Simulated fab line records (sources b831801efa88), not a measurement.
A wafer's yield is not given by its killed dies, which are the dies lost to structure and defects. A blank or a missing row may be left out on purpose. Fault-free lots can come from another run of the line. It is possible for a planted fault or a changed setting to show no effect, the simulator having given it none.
Which tool did it? | flow sky130 | 11 lots, 32 wafers sampled, at 6 steps of a route of 708

## WHAT THE GAUGES SHOWED, per wafer
SKY_SD_N_RS_MEAS_16: the measuring method here is four-point-probe. Usual: SD_N_RS gives 68.63 ohm/sq (standard deviation 0.11).
lot  | measured     | on           | SD_N_RS (ohm/sq)  | flag
L810 | day 28 14:02 | filmMetro-04 | 68.85 68.71 68.84 | 
L812 | day 29 08:56 | filmMetro-04 | 68.70 68.65 68.65 | 
L813 | day 29 12:42 | filmMetro-02 | 68.63 68.71 68.54 | 
L814 | day 30 04:33 | filmMetro-03 | 68.77 68.73       | 
L815 | day 30 06:32 | filmMetro-04 | 68.57 68.57 68.52 | 
L823 | day 32 16:41 | filmMetro-02 | 68.47 68.48 68.56 | 
L824 | day 33 00:26 | filmMetro-02 | 68.52 68.52 68.52 | 
L828 | day 34 10:18 | filmMetro-04 | 68.84 68.88 68.86 | 
L829 | day 34 16:59 | filmMetro-03 | 68.81 68.76 68.72 | 
L831 | day 35 04:29 | filmMetro-03 | 68.42 68.61 68.53 | 
L832 | day 35 11:20 | filmMetro-04 | 68.63 68.75 68.73 | 

SKY_LOCAL_INTERCONNECT_RS_MEAS_01: the measuring method here is four-point-probe. Usual: LOCAL_INTERCONNECT_TIN_RS gives 14.22 ohm/sq (standard deviation 0.17).
lot  | measured     | on           | LOCAL_INTERCONNECT_TIN_RS (ohm/sq) | flag
L810 | day 29 19:47 | filmMetro-01 | 14.25 14.23 14.27                  | 
L812 | day 30 15:32 | filmMetro-04 | 14.63 14.21 14.28                  | 
L813 | day 30 19:17 | filmMetro-04 | 14.16 14.38 14.18                  | 
L814 | day 31 10:25 | filmMetro-02 | 13.50 14.02 13.47 14.02            | 
L815 | day 31 12:32 | filmMetro-02 | 13.55 13.92 13.98                  | 
L823 | day 33 22:05 | filmMetro-01 | 14.20 14.28 14.43                  | 
L824 | day 34 05:59 | filmMetro-01 | 14.14 14.48 13.96                  | 
L828 | day 35 14:57 | filmMetro-01 | 14.10 14.22 14.08                  | 
L829 | day 35 22:29 | filmMetro-04 | 14.17 14.25 14.24                  | 
L831 | day 36 08:45 | filmMetro-04 | 14.22 14.12 14.08                  | 
L832 | day 36 15:59 | filmMetro-04 | 14.20 14.41 14.22                  | 

SKY_CONTACT_BOW_MEAS_05. Usual: CONTACT_BOW gives 81 um (standard deviation 6.8).
lot  | measured     | on           | CONTACT_BOW (um) | flag
L810 | day 31 01:20 | filmMetro-03 | 71 84 88         | 
L812 | day 31 20:56 | filmMetro-01 | 89 76 88         | 
L813 | day 32 00:18 | filmMetro-02 | 75 85 69         | 
L814 | day 32 14:38 | filmMetro-02 | 75 80            | 
L815 | day 32 16:24 | filmMetro-01 | 85 84 78         | 
L823 | day 35 02:23 | filmMetro-01 | 83 71 72         | 
L824 | day 35 09:53 | filmMetro-01 | 76 80 77         | 
L828 | day 36 18:17 | filmMetro-03 | 77 70 75         | 
L829 | day 37 01:46 | filmMetro-02 | 82 74 87         | 
L831 | day 37 12:13 | filmMetro-03 | 77 66 81         | 
L832 | day 37 19:30 | filmMetro-03 | 79 83 79         | 

SKY_CONTACT_CD_MEAS_14: target cd 170 nm. Usual: cdNm at 170.2 nm, with a standard deviation of 1.4.
lot  | measured     | on       | cdNm (nm)         | flag
L810 | day 32 05:25 | cdSem-02 | 170.5 171.0 168.9 | 
L812 | day 33 00:29 | cdSem-01 | 168.0 166.9 169.2 | 
L813 | day 33 02:55 | cdSem-01 | 170.3 168.6 169.6 | 
L814 | day 33 17:30 | cdSem-02 | 169.9 170.6       | 
L815 | day 33 19:27 | cdSem-01 | 171.9 172.6 172.3 | 
L823 | day 36 04:06 | cdSem-02 | 171.2 169.8 169.6 | 
L824 | day 36 11:57 | cdSem-02 | 170.5 170.3 171.2 | 
L828 | day 37 20:43 | cdSem-02 | 170.1 168.8 168.9 | 
L829 | day 38 03:24 | cdSem-02 | 171.8 170.9 172.1 | 
L831 | day 38 14:10 | cdSem-02 | 171.5 171.4 172.6 | 
L832 | day 38 21:27 | cdSem-01 | 172.9 173.5 169.9 | 

## WHICH TOOL RAN EACH LOT (tool, then ch and the chambers of the sampled wafers, then the start)
lot  | SKY_LOCAL_INTERCONNECT_SPUTTER_00 | SKY_LOCAL_INTERCONNECT_METAL_ETCH_14
L810 | pvdSputter-04, day 29 19:43       | rieMetal-03 ch 0,1, day 31 00:10
L812 | pvdSputter-02, day 30 15:28       | rieMetal-03 ch 0,1, day 31 19:46
L813 | pvdSputter-01, day 30 19:12       | rieMetal-03 ch 0,1, day 31 23:07
L814 | pvdSputter-02, day 31 10:17       | rieMetal-01 ch 0,1, day 32 13:23
L815 | pvdSputter-02, day 31 12:28       | rieMetal-02 ch 0,1, day 32 15:14
L823 | pvdSputter-04, day 33 21:59       | rieMetal-03 ch 0,1, day 35 01:11
L824 | pvdSputter-02, day 34 05:55       | rieMetal-03 ch 0,1, day 35 08:43
L828 | pvdSputter-01, day 35 14:50       | rieMetal-03 ch 0,1, day 36 17:02
L829 | pvdSputter-04, day 35 22:26       | rieMetal-01 ch 0,1, day 37 00:35
L831 | pvdSputter-04, day 36 08:41       | rieMetal-03 ch 0,1, day 37 11:02
L832 | pvdSputter-02, day 36 15:55       | rieMetal-02 ch 0,1, day 37 18:19
- SKY_LOCAL_INTERCONNECT_SPUTTER_00: material TiN, target thk 100 nm, time 83.3 s.
- SKY_LOCAL_INTERCONNECT_METAL_ETCH_14: etches TiN in Cl2/BCl3, stops on PSG, target depth 110 nm, time 31.4 s.

## WHAT THE TOOLS THEMSELVES READ (means of the sampled wafers that have a number; where no wafer has one, the mark that the record gives instead)
SKY_LOCAL_INTERCONNECT_SPUTTER_00. Usual: susceptorTempC 299.99 C, standard deviation 0.19; throttleValvePct 30.3 %, standard deviation 1.1.
lot  | tool          | susceptorTempC (C) | throttleValvePct (%) | flag
L810 | pvdSputter-04 | 300.11             | 29.9                 | 
L812 | pvdSputter-02 | 300.07             | 29.5                 | 
L813 | pvdSputter-01 | 300.02             | 31.8                 | 
L814 | pvdSputter-02 | 300.02             | 30.4                 | 
L815 | pvdSputter-02 | 300.18             | 29.6                 | 
L823 | pvdSputter-04 | 300.05             | 30.2                 | 
L824 | pvdSputter-02 | 299.89             | 30.1                 | 
L828 | pvdSputter-01 | 299.93             | 30.8                 | 
L829 | pvdSputter-04 | 299.91             | 30.4                 | 
L831 | pvdSputter-04 | 299.86             | 30.1                 | 
L832 | pvdSputter-02 | 300.05             | 30.5                 | 

SKY_LOCAL_INTERCONNECT_METAL_ETCH_14. Usual: drypumpMotorCurrentA 6.0 A, standard deviation 0.48; mfcCl2Sccm 60.02 sccm, standard deviation 0.18; oesProductAu 0.939 a.u., standard deviation 0.0082; throttleValvePct 21.903 %, standard deviation 0.01.
lot  | tool        | drypumpMotorCurrentA (A) | mfcCl2Sccm (sccm) | oesProductAu (a.u.) | throttleValvePct (%) | flag
L810 | rieMetal-03 | 6.0                      | 60.11             | 0.937               | 21.903               | 
L812 | rieMetal-03 | 6.0                      | 60.00             | 0.936               | 21.905               | 
L813 | rieMetal-03 | 6.2                      | 60.01             | 0.937               | 21.903               | 
L814 | rieMetal-01 | 6.1                      | 60.07             | 0.951               | 21.889               | 
L815 | rieMetal-02 | 5.5                      | 60.14             | 0.956               | 21.894               | 
L823 | rieMetal-03 | 5.9                      | 59.80             | 0.935               | 21.905               | 
L824 | rieMetal-03 | 6.2                      | 60.24             | 0.942               | 21.902               | 
L828 | rieMetal-03 | 6.2                      | 60.11             | 0.943               | 21.902               | 
L829 | rieMetal-01 | 6.3                      | 60.15             | 0.945               | 21.903               | 
L831 | rieMetal-03 | 5.9                      | 60.01             | 0.943               | 21.898               | 
L832 | rieMetal-02 | 5.6                      | 60.07             | 0.932               | 21.909               | 

## THE ANSWER, worked out from the rows above alone
Rule: take the mean of a lot's wafers that have a number; if it is more than 3 standard deviations from the usual mean, the lot is off. Also off: a lot with no number at a reading for which 4 or more lots have one. Any other lot the step has rows for is counted as sound. Order of review: gauges by route order, followed by the tools' own readings, for which a lot's mean as printed above is used. At the first step where some lot is off, the reading lying furthest off is the one used; lots without a number count as furthest.
Nothing can be told from this: no lot is off at any reading shown.

## WHAT THE SIMULATOR HAD PUT IN
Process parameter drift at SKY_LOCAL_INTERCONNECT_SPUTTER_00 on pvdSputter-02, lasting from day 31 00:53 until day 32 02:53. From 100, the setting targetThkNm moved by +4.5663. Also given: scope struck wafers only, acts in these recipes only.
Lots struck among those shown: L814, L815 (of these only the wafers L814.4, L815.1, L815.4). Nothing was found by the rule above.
